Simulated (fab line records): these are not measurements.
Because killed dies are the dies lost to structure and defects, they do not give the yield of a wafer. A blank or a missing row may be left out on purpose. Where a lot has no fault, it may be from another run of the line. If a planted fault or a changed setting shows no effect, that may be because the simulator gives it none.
What tool caused it? :: flow sky130 :: 72 wafers from 24 lots sampled at 5 of the route's 708 steps

## WHAT EACH GAUGE READ, for each wafer
SKY_NWELL_THK_MEAS_02.
lot: L074
measured: day 2 10:31
on: filmMetro-02
NWELL_OXIDATION_THK (nm): 10.00 10.07 9.92

lot: L075
measured: day 2 17:38
on: filmMetro-01
NWELL_OXIDATION_THK (nm): 10.02 9.96 9.97

lot: L076
measured: day 2 21:26
on: filmMetro-02
NWELL_OXIDATION_THK (nm): 10.02 9.94 10.08

lot: L077
measured: day 3 07:02
on: filmMetro-02
NWELL_OXIDATION_THK (nm): 10.21 10.03 10.19

lot: L078
measured: day 3 12:47
on: filmMetro-02
NWELL_OXIDATION_THK (nm): 9.86 9.76 9.75

lot: L079
measured: day 3 16:56
on: filmMetro-01
NWELL_OXIDATION_THK (nm): 9.78 10.05 9.90

lot: L080
measured: day 3 21:30
on: filmMetro-01
NWELL_OXIDATION_THK (nm): 10.02 9.88 9.99

lot: L081
measured: day 4 02:55
on: filmMetro-02
NWELL_OXIDATION_THK (nm): 9.80 9.77 9.87

lot: L082
measured: day 4 08:14
on: filmMetro-02
NWELL_OXIDATION_THK (nm): 9.85 9.95 9.84

lot: L083
measured: day 4 12:35
on: filmMetro-04
NWELL_OXIDATION_THK (nm): 9.86 9.76 9.85

lot: L084
measured: day 4 18:34
on: filmMetro-02
NWELL_OXIDATION_THK (nm): 10.12 10.06 10.03

lot: L085
measured: day 4 22:56
on: filmMetro-01
NWELL_OXIDATION_THK (nm): 10.08 10.06 10.17

lot: L086
measured: day 5 02:03
on: filmMetro-02
NWELL_OXIDATION_THK (nm): 10.12 10.06 10.04

lot: L087
measured: day 5 09:26
on: filmMetro-02
NWELL_OXIDATION_THK (nm): 9.64 9.66 9.74

lot: L088
measured: day 5 14:46
on: filmMetro-02
NWELL_OXIDATION_THK (nm): 9.93 10.07 10.10

lot: L089
measured: day 5 19:06
on: filmMetro-01
NWELL_OXIDATION_THK (nm): 10.04 10.17 10.19

lot: L090
measured: day 6 00:43
on: filmMetro-02
NWELL_OXIDATION_THK (nm): 10.02 10.05 10.26

lot: L091
measured: day 6 06:19
on: filmMetro-01
NWELL_OXIDATION_THK (nm): 9.78 9.76 9.76

lot: L092
measured: day 6 15:07
on: filmMetro-02
NWELL_OXIDATION_THK (nm): 9.99 9.93 9.84

lot: L093
measured: day 6 17:42
on: filmMetro-01
NWELL_OXIDATION_THK (nm): 10.03 9.84 9.98

lot: L094
measured: day 6 22:53
on: filmMetro-02
NWELL_OXIDATION_THK (nm): 9.83 9.93 9.95

lot: L095
measured: day 7 00:26
on: filmMetro-02
NWELL_OXIDATION_THK (nm): 9.99 10.06 10.28

lot: L096
measured: day 7 08:52
on: filmMetro-02
NWELL_OXIDATION_THK (nm): 10.15 10.14 10.25

lot: L097
measured: day 7 14:02
on: filmMetro-02
NWELL_OXIDATION_THK (nm): 9.88 9.95 9.91

SKY_LI_CONTACT_CD_MEAS_12: target cd 170 nm.
lot: L074
measured: day 28 23:08
on: cdSem-02
cdNm (nm): 168.9 168.8 169.7

lot: L075
measured: day 29 02:48
on: cdSem-01
cdNm (nm): 170.0 171.5 171.1

lot: L076
measured: day 29 07:15
on: cdSem-02
cdNm (nm): 167.8 168.2 167.0

lot: L077
measured: day 31 12:02
on: cdSem-02
cdNm (nm): 172.6 172.8 171.7

lot: L078
measured: day 31 12:40
on: cdSem-01
cdNm (nm): 169.2 168.6 169.9

lot: L079
measured: day 31 09:19
on: cdSem-01
cdNm (nm): 169.6 169.8 171.0

lot: L080
measured: day 31 15:20
on: cdSem-02
cdNm (nm): 168.6 170.5 169.2

lot: L081
measured: day 31 13:57
on: cdSem-02
cdNm (nm): 172.2 171.9 172.9

lot: L082
measured: day 31 22:32
on: cdSem-02
cdNm (nm): 171.2 168.9 171.2

lot: L083
measured: day 33 07:26
on: cdSem-02
cdNm (nm): 169.3 169.2 171.2

lot: L084
measured: day 33 08:49
on: cdSem-01
cdNm (nm): 167.7 168.7 168.4

lot: L085
measured: day 33 13:05
on: cdSem-02
cdNm (nm): 171.3 172.1 170.3

lot: L086
measured: day 33 11:10
on: cdSem-02
cdNm (nm): 169.8 170.2 170.7

lot: L087
measured: day 33 13:55
on: cdSem-01
cdNm (nm): 168.2 169.9 168.2

lot: L088
measured: day 33 21:14
on: cdSem-01
cdNm (nm): 167.7 167.2 167.1

lot: L089
measured: day 33 20:35
on: cdSem-01
cdNm (nm): 170.0 169.6 168.6

lot: L090
measured: day 34 06:44
on: cdSem-01
cdNm (nm): 168.8 169.8 170.4

lot: L091
measured: day 34 11:09
on: cdSem-02
cdNm (nm): 173.6 173.0 173.5

lot: L092
measured: day 34 20:17
on: cdSem-01
cdNm (nm): 172.5 172.7 171.9

lot: L093
measured: day 35 12:17
on: cdSem-02
cdNm (nm): 170.4 169.3 168.9

lot: L094
measured: day 35 08:37
on: cdSem-01
cdNm (nm): 169.1 170.6 171.2

lot: L095
measured: day 35 13:34
on: cdSem-01
cdNm (nm): 170.2 171.6 170.4

lot: L096
measured: day 36 04:52
on: cdSem-02
cdNm (nm): 168.4 168.9 170.3

lot: L097
measured: day 36 05:38
on: cdSem-01
cdNm (nm): 170.5 168.1 170.2

SKY_LOCAL_INTERCONNECT_CD_MEAS_11: target cd 170 nm.
lot: L074
measured: day 30 05:45
on: cdSem-01
cdNm (nm): 172.7 171.3 171.5

lot: L075
measured: day 30 08:49
on: cdSem-01
cdNm (nm): 171.9 172.1 171.9

lot: L076
measured: day 30 18:43
on: cdSem-02
cdNm (nm): 170.8 172.4 169.8

lot: L077
measured: day 32 16:51
on: cdSem-01
cdNm (nm): 170.2 170.1 171.0

lot: L078
measured: day 32 17:25
on: cdSem-02
cdNm (nm): 170.9 171.4 171.7

lot: L079
measured: day 32 13:10
on: cdSem-01
cdNm (nm): 169.7 170.6 171.4

lot: L080
measured: day 32 19:41
on: cdSem-02
cdNm (nm): 170.2 169.2 169.6

lot: L081
measured: day 32 17:49
on: cdSem-01
cdNm (nm): 171.6 170.2 170.3

lot: L082
measured: day 33 02:54
on: cdSem-01
cdNm (nm): 169.6 171.6 171.4

lot: L083
measured: day 34 12:16
on: cdSem-01
cdNm (nm): 171.4 170.8 171.8

lot: L084
measured: day 34 13:14
on: cdSem-01
cdNm (nm): 169.7 170.4 169.3

lot: L085
measured: day 34 17:52
on: cdSem-02
cdNm (nm): 170.4 171.2 171.8

lot: L086
measured: day 34 15:45
on: cdSem-02
cdNm (nm): 169.8 169.2 168.0

lot: L087
measured: day 34 18:13
on: cdSem-01
cdNm (nm): 167.4 167.4 166.9

lot: L088
measured: day 35 01:24
on: cdSem-02
cdNm (nm): 167.3 169.4 168.4

lot: L089
measured: day 35 00:44
on: cdSem-02
cdNm (nm): 171.1 170.2 170.0

lot: L090
measured: day 35 11:22
on: cdSem-02
cdNm (nm): 169.3 169.6 168.5

lot: L091
measured: day 35 15:20
on: cdSem-01
cdNm (nm): 168.6 168.8 167.7

lot: L092
measured: day 36 00:37
on: cdSem-02
cdNm (nm): 169.8 168.7 169.4

lot: L093
measured: day 36 16:20
on: cdSem-01
cdNm (nm): 172.4 173.9 171.5

lot: L094
measured: day 36 12:10
on: cdSem-02
cdNm (nm): 173.2 172.0 171.5

lot: L095
measured: day 36 17:58
on: cdSem-01
cdNm (nm): 169.5 169.9 170.5

lot: L096
measured: day 37 08:56
on: cdSem-01
cdNm (nm): 168.2 167.5 167.3

lot: L097
measured: day 37 09:46
on: cdSem-02
cdNm (nm): 169.5 168.4 169.0

SKY_CONTACT_OVL_MEAS_15.
lot: L074
measured: day 31 11:33
on: overlay-01
CONTACT_OVL (nm): 1 -6 -1

lot: L075
measured: day 31 14:44
on: overlay-02
CONTACT_OVL (nm): 1 -2 -2

lot: L076
measured: day 31 22:49
on: overlay-01
CONTACT_OVL (nm): -4 1 -1

lot: L077
measured: day 33 22:38
on: overlay-02
CONTACT_OVL (nm): 4 -3 -1

lot: L078
measured: day 33 22:48
on: overlay-02
CONTACT_OVL (nm): -15 -10 -15

lot: L079
measured: day 33 18:03
on: overlay-01
CONTACT_OVL (nm): -5 -14 -16

lot: L080
measured: day 34 01:02
on: overlay-02
CONTACT_OVL (nm): -12 -10 -8

lot: L081
measured: day 33 23:17
on: overlay-01
CONTACT_OVL (nm): 2 4 1

lot: L082
measured: day 34 07:02
on: overlay-01
CONTACT_OVL (nm): -7 0 2

lot: L083
measured: day 35 15:55
on: overlay-01
CONTACT_OVL (nm): -9 1 -10

lot: L084
measured: day 35 16:15
on: overlay-01
CONTACT_OVL (nm): 4 3 -1

lot: L085
measured: day 35 21:51
on: overlay-02
CONTACT_OVL (nm): -2 -7 -1

lot: L086
measured: day 35 19:47
on: overlay-01
CONTACT_OVL (nm): 2 2 -4

lot: L087
measured: day 35 22:08
on: overlay-01
CONTACT_OVL (nm): 1 14 10

lot: L088
measured: day 36 05:23
on: overlay-02
CONTACT_OVL (nm): -9 -5 -4

lot: L089
measured: day 36 04:11
on: overlay-01
CONTACT_OVL (nm): -9 -7 1

lot: L090
measured: day 36 15:11
on: overlay-01
CONTACT_OVL (nm): -4 -1 -8

lot: L091
measured: day 36 18:29
on: overlay-01
CONTACT_OVL (nm): -7 -9 -4

lot: L092
measured: day 37 04:29
on: overlay-01
CONTACT_OVL (nm): -4 -12 -15

lot: L093
measured: day 37 20:32
on: overlay-01
CONTACT_OVL (nm): -9 -6 -3

lot: L094
measured: day 37 15:25
on: overlay-02
CONTACT_OVL (nm): -3 1 -1

lot: L095
measured: day 37 21:51
on: overlay-02
CONTACT_OVL (nm): -6 -13 -9

lot: L096
measured: day 38 11:50
on: overlay-01
CONTACT_OVL (nm): -1 -6 5

lot: L097
measured: day 38 13:42
on: overlay-02
CONTACT_OVL (nm): -11 -10 -12

## EACH LOT AND THE TOOL THAT RAN IT (in order: tool; ch and the chambers of the sampled wafers; start)
lot: L074
SKY_POLY_CUT_STRIP_12: plasmaAsher-03 ch 0,1, day 24 00:24

lot: L075
SKY_POLY_CUT_STRIP_12: plasmaAsher-01 ch 0,1, day 24 03:02

lot: L076
SKY_POLY_CUT_STRIP_12: plasmaAsher-02 ch 0,1, day 24 10:18

lot: L077
SKY_POLY_CUT_STRIP_12: plasmaAsher-01 ch 0,1, day 26 14:26

lot: L078
SKY_POLY_CUT_STRIP_12: plasmaAsher-02 ch 0,1, day 26 15:46

lot: L079
SKY_POLY_CUT_STRIP_12: plasmaAsher-03 ch 0,1, day 26 11:57

lot: L080
SKY_POLY_CUT_STRIP_12: plasmaAsher-03 ch 0,1, day 26 19:23

lot: L081
SKY_POLY_CUT_STRIP_12: plasmaAsher-03 ch 0,1, day 26 18:05

lot: L082
SKY_POLY_CUT_STRIP_12: plasmaAsher-03 ch 0, day 27 04:08

lot: L083
SKY_POLY_CUT_STRIP_12: plasmaAsher-01 ch 0,1, day 28 16:32

lot: L084
SKY_POLY_CUT_STRIP_12: plasmaAsher-03 ch 0,1, day 28 17:14

lot: L085
SKY_POLY_CUT_STRIP_12: plasmaAsher-02 ch 0,1, day 28 20:59

lot: L086
SKY_POLY_CUT_STRIP_12: plasmaAsher-01 ch 0,1, day 28 18:59

lot: L087
SKY_POLY_CUT_STRIP_12: plasmaAsher-01 ch 0,1, day 28 22:19

lot: L088
SKY_POLY_CUT_STRIP_12: plasmaAsher-01 ch 0,1, day 29 04:27

lot: L089
SKY_POLY_CUT_STRIP_12: plasmaAsher-02 ch 1, day 29 03:43

lot: L090
SKY_POLY_CUT_STRIP_12: plasmaAsher-01 ch 0,1, day 29 17:18

lot: L091
SKY_POLY_CUT_STRIP_12: plasmaAsher-02 ch 0,1, day 29 20:27

lot: L092
SKY_POLY_CUT_STRIP_12: plasmaAsher-02 ch 0,1, day 30 07:08

lot: L093
SKY_POLY_CUT_STRIP_12: plasmaAsher-01 ch 1, day 30 22:39

lot: L094
SKY_POLY_CUT_STRIP_12: plasmaAsher-02 ch 0,1, day 30 18:39

lot: L095
SKY_POLY_CUT_STRIP_12: plasmaAsher-01 ch 0,1, day 31 00:23

lot: L096
SKY_POLY_CUT_STRIP_12: plasmaAsher-01 ch 0,1, day 31 16:17

lot: L097
SKY_POLY_CUT_STRIP_12: plasmaAsher-02 ch 0,1, day 31 16:28
- SKY_POLY_CUT_STRIP_12: strips in O2/N2.

## AS READ BY THE TOOLS THEMSELVES (means over the sampled wafers that have a number; for cases with no such wafer, the mark the record gives instead)
SKY_POLY_CUT_STRIP_12.
lot: L074
tool: plasmaAsher-03
drypumpMotorCurrentA (A): 6.0
o2FlowSccm (sccm): 3001
oesProductAu (a.u.): 0.449
stripTimeToEndpointS (s): 5.363

lot: L075
tool: plasmaAsher-01
drypumpMotorCurrentA (A): 5.6
o2FlowSccm (sccm): 2996
oesProductAu (a.u.): 0.450
stripTimeToEndpointS (s): 5.379

lot: L076
tool: plasmaAsher-02
drypumpMotorCurrentA (A): 5.3
o2FlowSccm (sccm): 3011
oesProductAu (a.u.): 0.452
stripTimeToEndpointS (s): 5.360

lot: L077
tool: plasmaAsher-01
drypumpMotorCurrentA (A): 5.8
o2FlowSccm (sccm): 3002
oesProductAu (a.u.): 0.451
stripTimeToEndpointS (s): 5.367

lot: L078
tool: plasmaAsher-02
drypumpMotorCurrentA (A): 5.3
o2FlowSccm (sccm): 3009
oesProductAu (a.u.): 0.457
stripTimeToEndpointS (s): 5.386

lot: L079
tool: plasmaAsher-03
drypumpMotorCurrentA (A): 6.0
o2FlowSccm (sccm): 3001
oesProductAu (a.u.): 0.454
stripTimeToEndpointS (s): 5.364

lot: L080
tool: plasmaAsher-03
drypumpMotorCurrentA (A): 6.0
o2FlowSccm (sccm): 3002
oesProductAu (a.u.): 0.450
stripTimeToEndpointS (s): 5.372

lot: L081
tool: plasmaAsher-03
drypumpMotorCurrentA (A): 6.3
o2FlowSccm (sccm): 2997
oesProductAu (a.u.): 0.452
stripTimeToEndpointS (s): 5.367

lot: L082
tool: plasmaAsher-03
drypumpMotorCurrentA (A): 5.8
o2FlowSccm (sccm): 2994
oesProductAu (a.u.): 0.455
stripTimeToEndpointS (s): 5.378

lot: L083
tool: plasmaAsher-01
drypumpMotorCurrentA (A): 5.6
o2FlowSccm (sccm): 2999
oesProductAu (a.u.): 0.452
stripTimeToEndpointS (s): 5.377

lot: L084
tool: plasmaAsher-03
drypumpMotorCurrentA (A): 6.0
o2FlowSccm (sccm): 2999
oesProductAu (a.u.): 0.455
stripTimeToEndpointS (s): 5.363

lot: L085
tool: plasmaAsher-02
drypumpMotorCurrentA (A): 5.3
o2FlowSccm (sccm): 2996
oesProductAu (a.u.): 0.452
stripTimeToEndpointS (s): 5.374

lot: L086
tool: plasmaAsher-01
drypumpMotorCurrentA (A): 5.6
o2FlowSccm (sccm): 2992
oesProductAu (a.u.): 0.457
stripTimeToEndpointS (s): 5.355

lot: L087
tool: plasmaAsher-01
drypumpMotorCurrentA (A): 5.7
o2FlowSccm (sccm): 3002
oesProductAu (a.u.): 0.458
stripTimeToEndpointS (s): 5.402

lot: L088
tool: plasmaAsher-01
drypumpMotorCurrentA (A): 5.7
o2FlowSccm (sccm): 3003
oesProductAu (a.u.): 0.454
stripTimeToEndpointS (s): 5.370

lot: L089
tool: plasmaAsher-02
drypumpMotorCurrentA (A): 5.5
o2FlowSccm (sccm): 3009
oesProductAu (a.u.): 0.461
stripTimeToEndpointS (s): 5.371

lot: L090
tool: plasmaAsher-01
drypumpMotorCurrentA (A): 5.7
o2FlowSccm (sccm): 2999
oesProductAu (a.u.): 0.448
stripTimeToEndpointS (s): 5.392

lot: L091
tool: plasmaAsher-02
drypumpMotorCurrentA (A): 5.2
o2FlowSccm (sccm): 2994
oesProductAu (a.u.): 0.454
stripTimeToEndpointS (s): 5.374

lot: L092
tool: plasmaAsher-02
drypumpMotorCurrentA (A): 5.2
o2FlowSccm (sccm): 2994
oesProductAu (a.u.): 0.455
stripTimeToEndpointS (s): 5.373

lot: L093
tool: plasmaAsher-01
drypumpMotorCurrentA (A): 5.5
o2FlowSccm (sccm): 2999
oesProductAu (a.u.): 0.451
stripTimeToEndpointS (s): 5.369

lot: L094
tool: plasmaAsher-02
drypumpMotorCurrentA (A): 5.2
o2FlowSccm (sccm): 3006
oesProductAu (a.u.): 0.454
stripTimeToEndpointS (s): 5.374

lot: L095
tool: plasmaAsher-01
drypumpMotorCurrentA (A): 5.6
o2FlowSccm (sccm): 3003
oesProductAu (a.u.): 0.449
stripTimeToEndpointS (s): 5.359

lot: L096
tool: plasmaAsher-01
drypumpMotorCurrentA (A): 5.6
o2FlowSccm (sccm): 2998
oesProductAu (a.u.): 0.453
stripTimeToEndpointS (s): 5.371

lot: L097
tool: plasmaAsher-02
drypumpMotorCurrentA (A): 5.2
o2FlowSccm (sccm): 3004
oesProductAu (a.u.): 0.458
stripTimeToEndpointS (s): 5.389

## THE ANSWER, worked out from the rows above alone
Rule: the lots themselves supply what counts as usual. Put in order of their means at a reading, lots are off if they are a third of the lots or fewer, leave a main group of 4 or more, and stand apart from it by a gap of 3 or more times the standard deviation of the main group's means; of several such gaps the widest counts. Not used: any main group whose means are identical at the precision the tables above print for the reading. Also off: a lot with no number at a reading for which 4 or more lots have one. Where the step has rows for the other lots, those lots are counted as sound. Order of review: gauges by route order, followed by the tools' own readings, for which a lot's mean as printed above is used. At the first step where some lot is off, the reading lying furthest off is the one used; lots without a number count as furthest.
None of the lots is off at any reading shown; this tells nothing.

## WHAT HAD BEEN PUT IN BY THE SIMULATOR
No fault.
